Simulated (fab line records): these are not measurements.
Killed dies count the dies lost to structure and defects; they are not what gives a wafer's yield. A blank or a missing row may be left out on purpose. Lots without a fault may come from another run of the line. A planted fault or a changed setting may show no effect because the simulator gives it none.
The tool behind it: which one? :: flow sky130 :: 11 lots with 33 wafers sampled at 7 steps, on a route of 708 steps

== WHAT THE GAUGES SHOWED, per wafer ==
SKY_POLY_CUT_CD_MEAS_08: the cd target is 270 nm.
lot: L675
measured: day 24 13:38
on: cd_sem-02
cd_nm (nm): 268.9 269.7 270.2

lot: L677
measured: day 26 03:51
on: cd_sem-01
cd_nm (nm): 272.4 271.4 269.8

lot: L678
measured: day 26 13:02
on: cd_sem-02
cd_nm (nm): 271.3 271.2 270.2

lot: L679
measured: day 26 23:51
on: cd_sem-02
cd_nm (nm): 270.7 270.9 271.3

lot: L681
measured: day 27 09:36
on: cd_sem-02
cd_nm (nm): 269.1 269.1 269.8

lot: L682
measured: day 28 03:11
on: cd_sem-02
cd_nm (nm): 266.9 268.8 267.0

lot: L683
measured: day 28 12:39
on: cd_sem-01
cd_nm (nm): 269.9 270.3 270.3

lot: L686
measured: day 28 21:44
on: cd_sem-01
cd_nm (nm): 272.0 271.7 272.4

lot: L688
measured: day 29 20:36
on: cd_sem-02
cd_nm (nm): 268.6 270.2 269.4

lot: L695
measured: day 31 23:05
on: cd_sem-01
cd_nm (nm): 271.6 273.0 271.8

lot: L696
measured: day 31 23:06
on: cd_sem-02
cd_nm (nm): 269.3 269.1 269.0

SKY_SD_P_CD_MEAS_07: the cd target is 380 nm.
lot: L675
measured: day 25 18:45
on: cd_sem-01
cd_nm (nm): 378 381 377

lot: L677
measured: day 27 09:02
on: cd_sem-01
cd_nm (nm): 380 381 380

lot: L678
measured: day 27 17:59
on: cd_sem-01
cd_nm (nm): 379 377 377

lot: L679
measured: day 28 04:53
on: cd_sem-01
cd_nm (nm): 374 377 374

lot: L681
measured: day 28 14:27
on: cd_sem-01
cd_nm (nm): 376 378 380

lot: L682
measured: day 29 07:15
on: cd_sem-01
cd_nm (nm): 385 384 385

lot: L683
measured: day 29 16:44
on: cd_sem-02
cd_nm (nm): 379 380 382

lot: L686
measured: day 30 01:25
on: cd_sem-02
cd_nm (nm): - - -

lot: L688
measured: day 31 00:20
on: cd_sem-01
cd_nm (nm): 380 381 381

lot: L695
measured: day 33 02:53
on: cd_sem-02
cd_nm (nm): 381 383 378

lot: L696
measured: day 33 03:08
on: cd_sem-02
cd_nm (nm): 382 383 383

SKY_SD_P_TW_MEAS_11.
lot: L675
measured: day 25 19:09
on: film_metro-04
SD_P_TW: 2844 2845 2844

lot: L677
measured: day 27 09:26
on: film_metro-04
SD_P_TW: 2863 2845 2841

lot: L678
measured: day 27 18:23
on: film_metro-04
SD_P_TW: 2834 2833 2849

lot: L679
measured: day 28 05:16
on: film_metro-04
SD_P_TW: 2875 2859 2867

lot: L681
measured: day 28 14:51
on: film_metro-03
SD_P_TW: 2792 2804 2801

lot: L682
measured: day 29 07:37
on: film_metro-03
SD_P_TW: 2803 2804 2799

lot: L683
measured: day 29 17:08
on: film_metro-04
SD_P_TW: 2839 2851 2852

lot: L686
measured: day 30 01:49
on: film_metro-02
SD_P_TW: 30 30 30

lot: L688
measured: day 31 00:44
on: film_metro-02
SD_P_TW: 2812 2800 2814

lot: L695
measured: day 33 03:17
on: film_metro-04
SD_P_TW: 2882 2880 2896

lot: L696
measured: day 33 03:32
on: film_metro-04
SD_P_TW: 2896 2889 2876

SKY_RES_XHIGH_TW_MEAS_09.
lot: L675
measured: day 27 00:14
on: film_metro-03
RES_XHIGH_TW: 1639 1653 1635

lot: L677
measured: day 28 14:40
on: film_metro-04
RES_XHIGH_TW: 1675 1668 1671

lot: L678
measured: day 28 22:56
on: film_metro-02
RES_XHIGH_TW: 1627 1622 1623

lot: L679
measured: day 29 10:08
on: film_metro-04
RES_XHIGH_TW: 1652 1656 1653

lot: L681
measured: day 29 18:41
on: film_metro-02
RES_XHIGH_TW: 1619 1631 1618

lot: L682
measured: day 30 11:55
on: film_metro-02
RES_XHIGH_TW: 1623 1623 1627

lot: L683
measured: day 30 21:29
on: film_metro-03
RES_XHIGH_TW: 1621 1631 1634

lot: L686
measured: day 31 05:14
on: film_metro-04
RES_XHIGH_TW: 2921 2938 2933

lot: L688
measured: day 32 04:14
on: film_metro-02
RES_XHIGH_TW: 1618 1635 1630

lot: L695
measured: day 34 06:13
on: film_metro-04
RES_XHIGH_TW: 1673 1682 1669

lot: L696
measured: day 34 06:17
on: film_metro-03
RES_XHIGH_TW: 1632 1632 1635

SKY_LI_CONTACT_OVL_MEAS_13.
lot: L675
measured: day 29 11:04
on: overlay-02
LI_CONTACT_OVL (nm): 9 -1 0

lot: L677
measured: day 30 23:37
on: overlay-02
LI_CONTACT_OVL (nm): -3 -14 -13

lot: L678
measured: day 31 08:48
on: overlay-01
LI_CONTACT_OVL (nm): 4 6 3

lot: L679
measured: day 31 19:44
on: overlay-02
LI_CONTACT_OVL (nm): 0 0 -11

lot: L681
measured: day 32 03:49
on: overlay-02
LI_CONTACT_OVL (nm): 7 7 7

lot: L682
measured: day 32 20:42
on: overlay-02
LI_CONTACT_OVL (nm): -5 8 -5

lot: L683
measured: day 33 06:33
on: overlay-02
LI_CONTACT_OVL (nm): 0 2 6

lot: L686
measured: day 33 13:55
on: overlay-02
LI_CONTACT_OVL (nm): 2 10 -9

lot: L688
measured: day 34 12:58
on: overlay-01
LI_CONTACT_OVL (nm): 4 3 1

lot: L695
measured: day 36 11:24
on: overlay-01
LI_CONTACT_OVL (nm): 2 -2 3

lot: L696
measured: day 36 12:02
on: overlay-01
LI_CONTACT_OVL (nm): 7 8 2

== TOOL THAT RAN EACH LOT (tool first, then ch and the chambers of the sampled wafers, then the start) ==
lot: L675
SKY_SONOS_ONO_ETCH_15: rie_diel-04 ch 0,2,3, day 12 19:06
SKY_SD_P_EXPOSE_04: iline_stepper-02 ch 0, day 25 04:34

lot: L677
SKY_SONOS_ONO_ETCH_15: rie_diel-04 ch 1,2, day 14 15:25
SKY_SD_P_EXPOSE_04: iline_stepper-01 ch 0, day 26 18:40

lot: L678
SKY_SONOS_ONO_ETCH_15: rie_diel-02 ch 0,1, day 14 18:21
SKY_SD_P_EXPOSE_04: iline_stepper-01 ch 0, day 27 03:44

lot: L679
SKY_SONOS_ONO_ETCH_15: rie_diel-03 ch 0,1, day 15 03:00
SKY_SD_P_EXPOSE_04: iline_stepper-02 ch 0, day 27 15:02

lot: L681
SKY_SONOS_ONO_ETCH_15: rie_diel-04 ch 0,1,3, day 15 08:08
SKY_SD_P_EXPOSE_04: iline_stepper-01 ch 0, day 28 00:04

lot: L682
SKY_SONOS_ONO_ETCH_15: rie_diel-02 ch 1,2, day 16 07:04
SKY_SD_P_EXPOSE_04: iline_stepper-02 ch 0, day 28 17:59

lot: L683
SKY_SONOS_ONO_ETCH_15: rie_diel-02 ch 0,1, day 16 12:05
SKY_SD_P_EXPOSE_04: iline_stepper-01 ch 0, day 29 02:31

lot: L686
SKY_SONOS_ONO_ETCH_15: rie_diel-04 ch 2,3, day 16 20:34
SKY_SD_P_EXPOSE_04: iline_stepper-02 ch 0, day 29 11:11

lot: L688
SKY_SONOS_ONO_ETCH_15: rie_diel-02 ch 0,2,3, day 18 00:12
SKY_SD_P_EXPOSE_04: iline_stepper-01 ch 0, day 30 10:51

lot: L695
SKY_SONOS_ONO_ETCH_15: rie_diel-03 ch 0,2, day 20 02:45
SKY_SD_P_EXPOSE_04: iline_stepper-02 ch 0, day 32 13:37

lot: L696
SKY_SONOS_ONO_ETCH_15: rie_diel-04 ch 0,1, day 20 05:22
SKY_SD_P_EXPOSE_04: iline_stepper-01 ch 0, day 32 13:51
- SKY_SONOS_ONO_ETCH_15: etches the open film in CHF3/O2, target depth 19.52 nm, time 7.8 s.
- SKY_SD_P_EXPOSE_04: exposes mask PSDM, target cd 380 nm.

== AS READ BY THE TOOLS THEMSELVES (means over the sampled wafers that have a number; for cases with no such wafer, the mark the record gives instead) ==
SKY_SONOS_ONO_ETCH_15.
lot: L675
tool: rie_diel-04
bias_w (W): 199.6
drypump_motor_current_A (A): 6.1
oes_product_au (a.u.): 0.988
throttle_valve_pct (%): 8.826

lot: L677
tool: rie_diel-04
bias_w (W): 199.8
drypump_motor_current_A (A): 6.3
oes_product_au (a.u.): 0.993
throttle_valve_pct (%): 8.834

lot: L678
tool: rie_diel-02
bias_w (W): 199.3
drypump_motor_current_A (A): 6.1
oes_product_au (a.u.): 0.996
throttle_valve_pct (%): 8.825

lot: L679
tool: rie_diel-03
bias_w (W): 199.9
drypump_motor_current_A (A): 4.7
oes_product_au (a.u.): 0.993
throttle_valve_pct (%): 8.821

lot: L681
tool: rie_diel-04
bias_w (W): 200.1
drypump_motor_current_A (A): 5.9
oes_product_au (a.u.): 1.002
throttle_valve_pct (%): 8.825

lot: L682
tool: rie_diel-02
bias_w (W): 200.7
drypump_motor_current_A (A): 6.2
oes_product_au (a.u.): 1.000
throttle_valve_pct (%): 8.819

lot: L683
tool: rie_diel-02
bias_w (W): 200.0
drypump_motor_current_A (A): 6.1
oes_product_au (a.u.): 0.994
throttle_valve_pct (%): 8.821

lot: L686
tool: rie_diel-04
bias_w (W): 199.7
drypump_motor_current_A (A): 6.0
oes_product_au (a.u.): 0.991
throttle_valve_pct (%): 8.828

lot: L688
tool: rie_diel-02
bias_w (W): 200.7
drypump_motor_current_A (A): 6.1
oes_product_au (a.u.): 1.008
throttle_valve_pct (%): 8.825

lot: L695
tool: rie_diel-03
bias_w (W): 200.2
drypump_motor_current_A (A): 5.0
oes_product_au (a.u.): 1.001
throttle_valve_pct (%): 8.824

lot: L696
tool: rie_diel-04
bias_w (W): 200.0
drypump_motor_current_A (A): 6.1
oes_product_au (a.u.): 0.998
throttle_valve_pct (%): 8.818

SKY_SD_P_EXPOSE_04.
lot: L675
tool: iline_stepper-02
focus_offset_nm (nm): 0.3

lot: L677
tool: iline_stepper-01
focus_offset_nm (nm): 0.1

lot: L678
tool: iline_stepper-01
focus_offset_nm (nm): -0.4

lot: L679
tool: iline_stepper-02
focus_offset_nm (nm): -0.1

lot: L681
tool: iline_stepper-01
focus_offset_nm (nm): 0.2

lot: L682
tool: iline_stepper-02
focus_offset_nm (nm): 1.0

lot: L683
tool: iline_stepper-01
focus_offset_nm (nm): -0.8

lot: L686
tool: iline_stepper-02
focus_offset_nm (nm): 0.1

lot: L688
tool: iline_stepper-01
focus_offset_nm (nm): -0.1

lot: L695
tool: iline_stepper-02
focus_offset_nm (nm): -0.3

lot: L696
tool: iline_stepper-01
focus_offset_nm (nm): 0.1

== THE ANSWER, worked out from the rows above alone ==
Rule: usual is defined by the lots themselves. The widest of any qualifying gaps counts: lots, ordered by their means at a reading, are off when they make up no more than a third of the lots, leave a main group of 4 or more, and stand apart from it by 3 or more times the standard deviation of that group's means. A main group is skipped when, at the precision printed for the reading in the tables above, its means are all equal. A lot without any number at a reading at which 4 lots or more have one is off too. Any other lot the step has rows for is counted as sound. First the gauges in route order, then the tools' own readings, where a lot's mean is used as printed above. At the first step where some lot is off, the reading lying furthest off is the one used; lots without a number count as furthest.
Off: L686, at SKY_SD_P_CD_MEAS_07 (cd_nm). Without a number there: L686. Mean 380 nm and standard deviation 2.6 in the main group.
If a tool, at a process step before that reading, ran all the lots that are off and no sound lot after the first of them, it fits. Not tried: the gauges at SKY_SD_P_CD_MEAS_07; whatever is off there is also off at SKY_SD_P_TW_MEAS_11, on other tools, and gauge error can't account for it. Of those tried, none fits.

== WHAT THE SIMULATOR HAD INSERTED ==
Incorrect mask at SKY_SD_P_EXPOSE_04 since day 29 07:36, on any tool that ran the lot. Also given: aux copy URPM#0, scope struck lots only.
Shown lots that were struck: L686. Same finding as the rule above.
